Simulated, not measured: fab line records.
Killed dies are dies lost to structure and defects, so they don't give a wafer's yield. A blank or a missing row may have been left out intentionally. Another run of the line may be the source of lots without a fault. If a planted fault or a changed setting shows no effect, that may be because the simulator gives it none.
fab line records	flow sky130
[record] lots = 6	wafers = 16	last_day = 50
route steps=708 shown VIA3@582 METAL4@598 PAD_OPEN@708
lots that met no fault: taken from a fault-free run of the same line
start_h: start of the lot's first displayed wafer, in hours after the record's first day	wait_h: time in hours since the lot's previous step	" the same as in the row above	L1.1+2: one row covering several wafers at once	- no value present, or no start provided	* or withheld: withheld	< > ~ a bound
route shown NAME@n: names a module that has steps shown in the file, with the first one's number in the route	usual: mean/standard deviation taken from wafers without a fault	same: alike in all rows	chamber/n: place in a boat	sites: the reading at each site	_std_site: how widely they spread, as a standard deviation	_edge_site: the outer-site mean with the inner-site mean subtracted	radius_mm: how far each site lies from the wafer's centre	mask NAME#n: copy n	behind: the most recent tool/chamber to have shaped the wafer	hold: reason for holding the lot/hours on hold/outcome of the hold	device: the n, p or np transistor that did not switch	end of line: at the end of the route, the tests of the same wafers	step lacking rows: just its recipe	killed: at the first sort, the dies lost to defects and structure; wafer yield is something else	map: shows each die of a wafer: x if killed, . if not, _ if none is there
set.NAME: the setting that was run; set.NAME@STEP: the one run at that earlier step	model.NAME: the simulator's own value behind a step, which no gauge read
a table for each step, a row for each wafer; lots at some steps of the route
services: a tool's chamber out of use, with start hour (start_h, from the record's first day; less than 0 if before it), hours out, and reason
[[steps]]
[step SKY_VIA3_EXPOSE_09]
[recipe] mask_id = VIM3	na = 0.8	source_shape = annular	sigma_inner = 0.55	sigma_outer = 0.85	target_cd_nm = 200	dose_mj = 38
[step SKY_VIA3_PEB_10]
[recipe] peb_temp_c = withheld	peb_time_s = withheld	resist = KrF-thick
[step SKY_VIA3_DEVELOP_11]
[recipe] develop_time_s = 60	resist = KrF-thick	dev_temp_c = 21
[step SKY_VIA3_CD_MEAS_12]
[recipe] target_cd_nm = 200
[usual] cd_nm = 200.4/1.2
lot.wafer	tool	chamber	start_h	wait_h	cd_nm
L514.2	cd_sem-01	-	931.41	-	202.3
L514.5	"	-	"	"	202.5
L514.6	"	-	"	"	201.8
L516.1	cd_sem-01	-	975.43	-	201.0
L516.4	"	-	"	"	202.7
L516.6	"	-	"	"	201.0
L521.1	cd_sem-01	-	993.40	-	199.1
L521.2	"	-	"	"	200.7
L521.5	"	-	"	"	200.7
L533.2	cd_sem-01	-	1061.37	-	198.0
L533.6	"	-	"	"	199.9
L532.2	cd_sem-01	-	1064.85	-	202.9
L532.5	"	-	"	"	201.8
L534.1	cd_sem-02	-	1065.98	-	199.0
L534.3	"	-	"	"	200.2
L534.6	"	-	"	"	197.9
[step SKY_VIA3_OVL_MEAS_13]
[usual] VIA3_OVL = -1/5.8
lot.wafer	tool	chamber	start_h	wait_h	VIA3_OVL[nm]
L514.2	overlay-02	-	931.52	0.1	-4
L514.5	"	-	"	"	-3
L514.6	"	-	"	"	-2
L516.1	overlay-01	-	975.55	0.1	7
L516.4	"	-	"	"	-2
L516.6	"	-	"	"	2
L521.1	overlay-01	-	993.52	0.1	-10
L521.2	"	-	"	"	5
L521.5	"	-	"	"	-11
L533.2	overlay-02	-	1061.47	0.1	3
L533.6	"	-	"	"	9
L532.2	overlay-01	-	1064.96	0.1	-15
L532.5	"	-	"	"	-2
L534.1	overlay-01	-	1066.10	0.1	10
L534.3	"	-	"	"	3
L534.6	"	-	"	"	-9
[step SKY_VIA3_ETCH_14]
[recipe] chemistry = N2/H2	target = BARC	ion_energy_ev = 200	source_w = 500	bias_w = 100	pressure_mtorr = 30	n2_flow_sccm = 100	h2_flow_sccm = 200	stop_on = SiO2	time_s = 45.9	target_depth_a = 600
[usual] drypump_motor_current_A = 5.7/0.36	n2_flow_sccm = 100.0/0.3	oes_product_au = 0.855/0.0051	throttle_valve_pct = 13.223/0.0085
lot.wafer	tool	chamber	start_h	wait_h	drypump_motor_current_A	n2_flow_sccm	oes_product_au	rf_hours_counter_h	throttle_valve_pct
L514.2	rie_diel-03	2	931.55	0.0	6.0	100.0	0.851	7	13.221
L514.5	"	3	"	"	5.7	99.8	0.851	-	13.239
L514.6	"	0	"	"	6.7	100.0	0.853	-	13.223
L516.1	rie_diel-02	0	975.59	0.0	5.7	100.4	0.859	26	13.224
L516.4	"	2	"	"	5.7	99.7	0.861	17	13.214
L516.6	"	0	"	"	5.6	99.9	0.856	-	13.230
L521.1	rie_diel-01	3	993.56	0.0	6.4	99.7	0.855	20	13.227
L521.2	"	1	"	"	5.7	99.6	0.861	28	13.218
L521.5	"	3	"	"	6.4	100.0	0.849	-	13.227
L533.2	rie_diel-02	1	1061.50	0.0	5.5	100.2	0.855	12	13.209
L533.6	"	0	"	"	5.6	100.2	0.863	-	13.215
L532.2	rie_diel-01	0	1064.99	0.0	5.8	99.8	0.847	13	13.236
L532.5	"	3	"	"	6.4	99.8	0.858	-	13.228
L534.1	rie_diel-02	0	1066.14	0.0	5.7	99.5	0.842	2	13.223
L534.3	"	3	"	"	5.3	100.3	0.849	19	13.223
L534.6	"	1	"	"	5.4	99.9	0.848	-	13.216
[step SKY_VIA3_ETCH_15]
[recipe] target = SiO2	chemistry = C4F8/O2/Ar	target_depth_nm = 507	stop_on = TiN	mask_material = KrF-thick	source_w = 1500	bias_w = 1200	pressure_mtorr = 40	c4f8_flow_sccm = withheld	O2_flow_sccm = 6	Ar_flow_sccm = 300	time_s = 78
[usual] oes_product_au = 0.946/0.0046
lot.wafer	tool	chamber	start_h	wait_h	oes_product_au	rf_hours_counter_h
L514.2	rie_diel-03	2	931.59	0.0	0.948	8
L514.5	"	3	"	"	0.944	-
L514.6	"	0	"	"	0.945	-
L516.1	rie_diel-02	0	975.63	0.0	0.940	26
L516.4	"	2	"	"	0.946	17
L516.6	"	0	"	"	0.942	-
L521.1	rie_diel-01	3	993.60	0.0	0.948	20
L521.2	"	1	"	"	0.949	28
L521.5	"	3	"	"	0.957	-
L533.2	rie_diel-02	1	1061.54	0.0	0.953	12
L533.6	"	0	"	"	0.944	-
L532.2	rie_diel-01	0	1065.03	0.0	0.949	13
L532.5	"	3	"	"	0.945	-
L534.1	rie_diel-02	0	1066.18	0.0	0.947	2
L534.3	"	3	"	"	0.947	19
L534.6	"	1	"	"	0.939	-
[step SKY_VIA3_STRIP_16]
[recipe] chemistry = O2/N2	power_w = 1400	pressure_mtorr = 1500	platen_temp_c = withheld	o2_flow_sccm = 3000	n2_flow_sccm = 300	overash_fraction = 0.5
[usual] drypump_motor_current_A = 5.7/0.56	n2_flow_sccm = 299.9/0.92	oes_product_au = 0.402/0.0047	strip_time_to_endpoint_s = 4.134/0.024
[same] overash_fraction = 0.5
lot.wafer	tool	chamber	start_h	wait_h	drypump_motor_current_A	n2_flow_sccm	oes_product_au	rf_hours_counter_h	strip_time_to_endpoint_s
L514.2	plasma_asher-01	1	931.65	0.0	6.4	300.3	0.408	48	4.146
L514.5	"	1	"	"	6.4	300.6	0.401	-	4.166
L514.6	"	0	"	"	4.9	299.9	0.404	-	4.142
L516.1	plasma_asher-02	0	975.69	0.0	5.1	299.0	0.407	81	4.067
L516.4	"	1	"	"	5.7	299.6	0.407	-	4.134
L516.6	"	0	"	"	5.1	298.7	0.397	-	4.071
L521.1	plasma_asher-04	1	993.66	0.0	5.5	300.0	0.404	118	4.153
L521.2	"	0	"	"	6.4	301.8	0.401	118	4.098
L521.5	"	0	"	"	6.4	302.7	0.400	-	4.174
L533.2	plasma_asher-02	1	1061.60	0.0	5.8	299.3	0.404	90	4.130
L533.6	"	1	"	"	5.8	299.4	0.404	-	4.094
L532.2	plasma_asher-02	0	1065.09	0.0	5.1	300.9	0.403	90	4.170
L532.5	"	0	"	"	5.1	301.1	0.403	-	4.143
L534.1	plasma_asher-01	1	1066.24	0.0	6.4	300.4	0.403	62	4.119
L534.3	"	0	"	"	5.0	300.1	0.399	-	4.126
L534.6	"	0	"	"	4.9	300.4	0.404	-	4.122
[step SKY_VIA3_STRIP_17]
[recipe] chemistry = post_etch_residue_remover	time_s = 1200	temp_c = 72.5
[step SKY_VIA3_CLEAN_18]
[recipe] chemistry = IPA	time_s = 180	temp_c = 25
[step SKY_VIA3_CLEAN_19]
[recipe] chemistry = O3/DIW	dry = n2_spin
[step SKY_VIA3_SPUTTER_20]
[recipe] material = TiN	target_thk_nm = 20	chamber_pressure_pa = 5	power_w = 4000	time_s = 80
[usual] throttle_valve_pct = 30.1/0.96
lot.wafer	tool	chamber	start_h	wait_h	throttle_valve_pct
L514.2	pvd_sputter-02	-	932.25	0.0	30.5
L514.5	"	-	"	"	29.1
L514.6	"	-	"	"	30.6
L516.1	pvd_sputter-04	-	976.34	0.0	31.3
L516.4	"	-	"	"	30.0
L516.6	"	-	"	"	31.4
L521.1	pvd_sputter-04	-	994.25	0.0	30.4
L521.2	"	-	"	"	29.8
L521.5	"	-	"	"	30.5
L533.2	pvd_sputter-04	-	1062.20	0.0	31.4
L533.6	"	-	"	"	31.4
L532.2	pvd_sputter-01	-	1065.68	0.0	27.9
L532.5	"	-	"	"	29.5
L534.1	pvd_sputter-02	-	1066.83	0.0	31.4
L534.3	"	-	"	"	28.8
L534.6	"	-	"	"	30.0
[step SKY_VIA3_CVD_21]
[recipe] material = W	target_thk_nm = 390	time_s = 117.31	temp_c = 400	pressure_torr = 40
[usual] heater_power_w = 838/95
lot.wafer	tool	chamber	start_h	wait_h	heater_power_w	model.W_of_VIA3_CVD_21.thk_nm
L514.2	cvd_w-01	1	932.31	0.0	698	381.4
L514.5	"	0	"	"	944	386
L514.6	"	1	"	"	719	381.9
L516.1	cvd_w-02	1	976.40	0.0	773	412.4
L516.4	"	0	"	"	925	391
L516.6	"	1	"	"	787	409.2
L521.1	cvd_w-02	1	994.31	0.0	767	403.4
L521.2	"	0	"	"	921	388.8
L521.5	"	1	"	"	769	413.4
L533.2	cvd_w-01	0	1062.26	0.0	929	571.8
L533.6	"	0	"	"	921	390.1
L532.2	cvd_w-01	1	1065.75	0.0	748	566
L532.5	"	1	"	"	726	384.1
L534.1	cvd_w-02	0	1066.90	0.0	925	383.3
L534.3	"	0	"	"	935	384.7
L534.6	"	0	"	"	918	392.6
[step SKY_VIA3_RS_MEAS_22]
[recipe] thk_meas_gauge = four-point-probe	reads = W_of_VIA3_CVD_21+TiN_of_VIA3_SPUTTER_20
[usual] VIA3_W_RS = 0.294/0.0063
lot.wafer	tool	chamber	start_h	wait_h	VIA3_W_RS[ohm/sq]
L514.2	film_metro-03	-	932.45	0.1	0.301
L514.5	"	-	"	"	0.297
L514.6	"	-	"	"	0.300
L516.1	film_metro-03	-	976.53	0.1	0.278
L516.4	"	-	"	"	0.293
L516.6	"	-	"	"	0.280
L521.1	film_metro-01	-	994.43	0.1	0.285
L521.2	"	-	"	"	0.295
L521.5	"	-	"	"	0.277
L533.2	film_metro-03	-	1062.40	0.1	0.200
L533.6	"	-	"	"	0.293
L532.2	film_metro-02	-	1065.89	0.1	0.202
L532.5	"	-	"	"	0.298
L534.1	film_metro-01	-	1067.02	0.1	0.300
L534.3	"	-	"	"	0.298
L534.6	"	-	"	"	0.292
[step SKY_VIA3_THK_MEAS_23]
[recipe] thk_meas_gauge = xrf	reads = W_of_VIA3_CVD_21
[usual] VIA3_W_THK = 378/10
lot.wafer	tool	chamber	start_h	wait_h	VIA3_W_THK[nm]
L514.2	film_metro-03	-	932.56	0.1	367
L514.5	"	-	"	"	371
L514.6	"	-	"	"	365
L516.1	film_metro-03	-	976.65	0.1	394
L516.4	"	-	"	"	377
L516.6	"	-	"	"	394
L521.1	film_metro-01	-	994.55	0.1	396
L521.2	"	-	"	"	382
L521.5	"	-	"	"	407
L533.2	film_metro-03	-	1062.51	0.1	525
L533.6	"	-	"	"	371
L532.2	film_metro-02	-	1066.00	0.1	536
L532.5	"	-	"	"	372
L534.1	film_metro-01	-	1067.14	0.1	378
L534.3	"	-	"	"	376
L534.6	"	-	"	"	383
[step SKY_VIA3_CMP_24]
[recipe] stop_on = SiO2	t_overpolish_s = 20	down_force_psi = 3.5	platen_rpm = 60	target_thk_nm = 0	pad_velocity_m_s = 0.94248
[usual] motor_current_A = 11.2/1.3	time_to_endpoint_s = 96/3.4
lot.wafer	tool	chamber	start_h	wait_h	motor_current_A	time_to_endpoint_s
L514.2	cmp-01	2	932.61	0.0	12.9	93
L514.6	"	2	"	"	12.3	95
L514.5	"	3	"	"	13.4	96
L516.4	cmp-01	2	976.71	0.0	12.6	95
L516.1	"	3	"	"	13.7	102
L516.6	"	2	"	"	13.2	100
L521.2	cmp-02	2	994.66	0.1	10.8	94
L521.1	"	0	"	"	9.7	93
L521.5	"	2	"	"	10.9	104
L533.2	cmp-01	3	1062.61	0.1	13.9	139
L533.6	"	2	"	"	12.4	97
L532.2	cmp-02	3	1066.15	0.1	10.5	139
L532.5	"	2	"	"	11.0	96
L534.1	cmp-02	2	1067.25	0.1	10.6	98
L534.3	"	3	"	"	9.9	95
L534.6	"	2	"	"	10.9	99
[step SKY_METAL4_SPUTTER_00]
[recipe] material = Ti	target_thk_nm = 15	power_w = 3000	time_s = 10	chamber_pressure_pa = 0.4
[usual] throttle_valve_pct = 30.0/1.2
lot.wafer	tool	chamber	start_h	wait_h	throttle_valve_pct
L514.2	pvd_sputter-04	-	932.91	0.2	30.6
L514.5	"	-	"	"	31.4
L514.6	"	-	"	"	31.2
L516.1	pvd_sputter-03	-	977.01	0.2	30.6
L516.4	"	-	"	"	27.7
L516.6	"	-	"	"	28.9
L521.1	pvd_sputter-04	-	994.91	0.1	29.8
L521.2	"	-	"	"	31.3
L521.5	"	-	"	"	30.8
L533.2	pvd_sputter-03	-	1062.86	0.2	30.4
L533.6	"	-	"	"	30.7
L532.2	pvd_sputter-03	-	1066.35	0.1	28.4
L532.5	"	-	"	"	30.5
L534.1	pvd_sputter-04	-	1067.50	0.2	30.0
L534.3	"	-	"	"	31.1
L534.6	"	-	"	"	31.5
[step SKY_PAD_OPEN_PROBE_99]
[usual] defect_limited_yield = 82.6/1.8	killed_at_M0_to_M3 = 43/7	killed_at_M4_up = 3.4/1.9	killed_at_contacts = 24/5.4	killed_at_front_end = 15/4.4	killed_at_other = 0.4/0.63	killed_dies = 86/9.1	killed_open = 46/6.6	killed_short = 39/6.6	sort_bin_3_pad_short = 0.9/0.46	sort_bin_5_function = 10.3/1.4	sort_bin_6_memory = 6.2/1.1	sort_n_pass = 406/9.1	sort_yield_pct = 82.6/1.8
[same] gross_dies = 492	killed_at_back_side = 0	sort_bin_4_leakage[%] = 0	sort_bin_8_speed[%] = 0
lot.wafer	tool	chamber	start_h	wait_h	defect_limited_yield[%]	killed_at_M0_to_M3	killed_at_M4_up	killed_at_contacts	killed_at_front_end	killed_at_other	killed_dies	killed_open	killed_short	sort_bin_3_pad_short[%]	sort_bin_5_function[%]	sort_bin_6_memory[%]	sort_n_pass	sort_yield_pct[%]
L514.2	prober-02	-	1078.20	0.1	83.9	32	1	31	15	0	79	44	34	0.8	8.7	6.5	413	83.9
L514.5	prober-02	-	1078.35	0.2	81.5	54	2	23	11	1	91	50	41	1.4	10.6	6.5	401	81.5
L514.6	prober-02	-	1078.40	0.2	83.7	50	3	16	10	1	80	41	39	0.2	10.4	5.7	412	83.7
L516.1	prober-01	-	1114.86	0.1	80.9	43	4	30	16	1	94	54	40	1.2	12.0	5.9	398	80.9
L516.4	prober-01	-	1115.01	0.2	81.7	49	3	20	18	0	90	49	40	0.8	10.6	6.9	402	81.7
L516.6	prober-01	-	1115.11	0.2	83.3	42	6	23	11	0	82	37	44	1.0	9.8	5.9	410	83.3
L521.1	prober-02	-	1129.42	0.1	82.9	47	5	16	15	1	84	38	46	1.2	10.0	5.9	408	82.9
L521.2	prober-02	-	1129.47	0.1	83.5	38	4	24	15	0	81	35	46	0.8	10.6	5.1	411	83.5
L521.5	prober-02	-	1129.62	0.2	81.1	41	4	33	14	1	93	55	38	1.8	8.9	8.1	399	81.1
L533.2	prober-02	-	1185.06	0.1	82.3	37	4	26	20	0	87	42	45	1.4	11.0	5.3	405	82.3
L533.6	prober-02	-	1185.26	0.2	83.9	39	3	21	16	0	79	32	47	1.6	9.1	5.3	413	83.9
L532.2	prober-01	-	1187.29	0.1	82.7	44	1	27	13	0	85	59	25	0.2	11.4	5.7	407	82.7
L532.5	prober-01	-	1187.44	0.2	80.3	51	3	29	14	0	97	53	41	0.6	12.0	7.1	395	80.3
L534.1	prober-02	-	1188.25	0.1	81.3	45	4	21	22	0	92	46	46	1.0	12.0	5.7	400	81.3
L534.3	prober-02	-	1188.35	0.2	80.5	35	1	34	25	1	96	52	44	1.0	11.4	7.1	396	80.5
L534.6	prober-02	-	1188.50	0.2	84.1	40	2	22	14	0	78	41	37	0.8	6.9	8.1	414	84.1
// killed by level:class
L514.2 CONTACT:geometric_particle:open=11 LI_CONTACT:geometric_particle:open=7 FIELD_ISO:geometric_particle:open=6 VIA1:geometric_particle:open=6 VIA2:geometric_particle:open=6 CONTACT:geometric_particle:short=5 VIA3:geometric_particle:open=5 POLY_GATE:geometric_particle:short=4
L514.5 VIA1:geometric_particle:open=14 CONTACT:geometric_particle:open=10 METAL1:geometric_particle:short=7 METAL2:geometric_particle:short=7 VIA3:geometric_particle:open=6 LI_CONTACT:geometric_particle:open=5 VIA2:geometric_particle:open=5 VIA3:geometric_particle:short=5
L514.6 VIA1:geometric_particle:open=15 METAL1:geometric_particle:short=9 CONTACT:geometric_particle:open=7 VIA3:geometric_particle:short=5 LI_CONTACT:geometric_particle:open=4 VIA1:geometric_particle:short=4 VIA2:geometric_particle:open=4 METAL3:geometric_particle:short=4
L516.1 CONTACT:geometric_particle:open=17 VIA1:geometric_particle:open=9 METAL1:geometric_particle:short=6 FIELD_ISO:geometric_particle:open=5 LI_CONTACT:geometric_particle:open=5 CONTACT:geometric_particle:short=5 METAL2:geometric_particle:short=5 VIA3:geometric_particle:open=5
L516.4 CONTACT:geometric_particle:open=9 VIA3:geometric_particle:open=8 VIA1:geometric_particle:open=7 VIA2:geometric_particle:open=7 VIA1:geometric_particle:short=6 FIELD_ISO:geometric_particle:open=5 METAL1:geometric_particle:short=5 LI_CONTACT:geometric_particle:open=4
L516.6 METAL1:geometric_particle:short=10 CONTACT:geometric_particle:open=8 CONTACT:geometric_particle:short=7 VIA3:geometric_particle:open=6 VIA2:geometric_particle:open=5 VIA2:geometric_particle:short=5 FIELD_ISO:geometric_particle:short=4 LI_CONTACT:geometric_particle:short=4
L521.1 VIA3:geometric_particle:open=11 VIA1:geometric_particle:open=7 METAL2:geometric_particle:short=7 METAL1:geometric_particle:short=6 CONTACT:geometric_particle:open=5 FIELD_ISO:geometric_particle:short=4 LOCAL_INTERCONNECT:geometric_particle:short=4 VIA2:geometric_particle:short=4
L521.2 CONTACT:geometric_particle:open=7 METAL1:geometric_particle:short=7 CONTACT:geometric_particle:short=6 VIA1:geometric_particle:open=5 METAL2:geometric_particle:short=5 VIA2:geometric_particle:open=5 LI_CONTACT:geometric_particle:short=4 VIA1:geometric_particle:short=4
L521.5 VIA1:geometric_particle:open=11 CONTACT:geometric_particle:open=9 LI_CONTACT:geometric_particle:open=8 VIA2:geometric_particle:open=8 LOCAL_INTERCONNECT:geometric_particle:short=5 CONTACT:geometric_particle:short=5 METAL2:geometric_particle:short=5 METAL1:geometric_particle:short=5
L533.2 CONTACT:geometric_particle:open=14 POLY_GATE:geometric_particle:short=8 VIA1:geometric_particle:open=7 VIA2:geometric_particle:short=7 FIELD_ISO:geometric_particle:open=6 CONTACT:geometric_particle:short=5 METAL2:geometric_particle:short=5 LOCAL_INTERCONNECT:geometric_particle:short=4
L533.6 CONTACT:geometric_particle:open=9 CONTACT:geometric_particle:short=7 VIA1:geometric_particle:open=7 VIA1:geometric_particle:short=6 VIA2:geometric_particle:short=6 VIA3:geometric_particle:open=6 FIELD_ISO:geometric_particle:short=4 POLY_GATE:geometric_particle:short=4
L532.2 VIA1:geometric_particle:open=13 LI_CONTACT:geometric_particle:open=12 CONTACT:geometric_particle:open=9 VIA3:geometric_particle:open=8 METAL2:geometric_particle:short=5 VIA2:geometric_particle:open=5 FIELD_ISO:geometric_particle:open=4 VIA3:geometric_particle:short=3
L532.5 CONTACT:geometric_particle:open=13 VIA2:geometric_particle:open=10 VIA1:geometric_particle:open=10 METAL1:geometric_particle:short=8 VIA3:geometric_particle:open=8 LI_CONTACT:geometric_particle:open=5 CONTACT:geometric_particle:short=5 VIA1:geometric_particle:short=5
L534.1 VIA1:geometric_particle:open=14 FIELD_ISO:geometric_particle:short=7 POLY_GATE:geometric_particle:short=6 LI_CONTACT:geometric_particle:short=6 VIA1:geometric_particle:short=6 VIA2:geometric_particle:open=6 VIA3:geometric_particle:open=6 CONTACT:geometric_particle:short=5
L534.3 CONTACT:geometric_particle:open=12 FIELD_ISO:geometric_particle:open=10 VIA1:geometric_particle:open=8 FIELD_ISO:geometric_particle:short=7 METAL1:geometric_particle:short=7 LI_CONTACT:geometric_particle:open=6 CONTACT:geometric_particle:short=6 LOCAL_INTERCONNECT:geometric_particle:short=5
L534.6 CONTACT:geometric_particle:open=9 VIA2:geometric_particle:open=8 VIA1:geometric_particle:open=7 METAL1:geometric_particle:short=6 LI_CONTACT:geometric_particle:open=5 POLY_GATE:geometric_particle:short=4 METAL2:geometric_particle:short=4 VIA3:geometric_particle:open=4
[[services]]
tool	chamber	start_h	hours	kind
pvd_sputter-01	-	911.04	14.2	repair
plasma_asher-01	-	911.79	2.8	pm
plasma_asher-02	-	912.70	3.1	repair
rie_diel-03	0	914.45	4.4	repair
cmp-02	-	919.52	4.0	pm
cvd_w-01	-	944.76	14.6	pm
pvd_sputter-03	-	945.81	0.8	repair
rie_diel-03	3	959.79	83.3	repair
plasma_asher-04	-	961.61	3.5	repair
cvd_w-01	-	962.52	2.8	pm
rie_diel-01	1	962.98	27.9	repair
cvd_w-02	-	987.45	2.8	pm
rie_diel-02	0	1000.56	2.1	repair
rie_diel-02	0	1005.68	-	clean
rie_diel-02	0	1005.68	15.8	scheduled_down
pvd_sputter-02	-	1024.37	1.9	repair
cmp-02	-	1025.51	1.0	repair
pvd_sputter-01	-	1025.90	3.3	repair
rie_diel-02	-	1031.39	0.4	repair
rie_diel-01	1	1042.18	9.9	repair
pvd_sputter-02	-	1046.60	3.0	repair
plasma_asher-04	-	1055.25	9.0	pm
cvd_w-02	-	1055.35	0.7	repair
plasma_asher-04	-	1055.50	0.7	repair
[[key]]
[first_sign] step = SKY_VIA3_RS_MEAS_22	reading = VIA3_W_RS	direction = down	sigmas = 15	usual = 0.294	struck = 0.201
[effect] step = SKY_VIA3_THK_MEAS_23	reading = VIA3_W_THK	direction = up	sigmas = 15	usual = 378	struck = 530
[effect] step = SKY_VIA3_CMP_24	reading = time_to_endpoint_s	direction = up	sigmas = 13	usual = *	struck = *
[model_effect] step = SKY_VIA3_CVD_21	value = W_of_VIA3_CVD_21.thk_nm	without = 385.9	struck = 568.9
met_at SKY_VIA3_CVD_21
struck_wafers L532.2,L533.2
onset_between 932.31 1062.26
[fault] kind = process_parameter_drift	tool = cvd_w-01	chamber = -	onset_h = 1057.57	steps = SKY_VIA3_CVD_21	channel = target_thk_nm	offset = 184.05	shape = step	end_h = 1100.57	scope = struck_wafers_only	acts_in = these_recipes_only	stated = 390
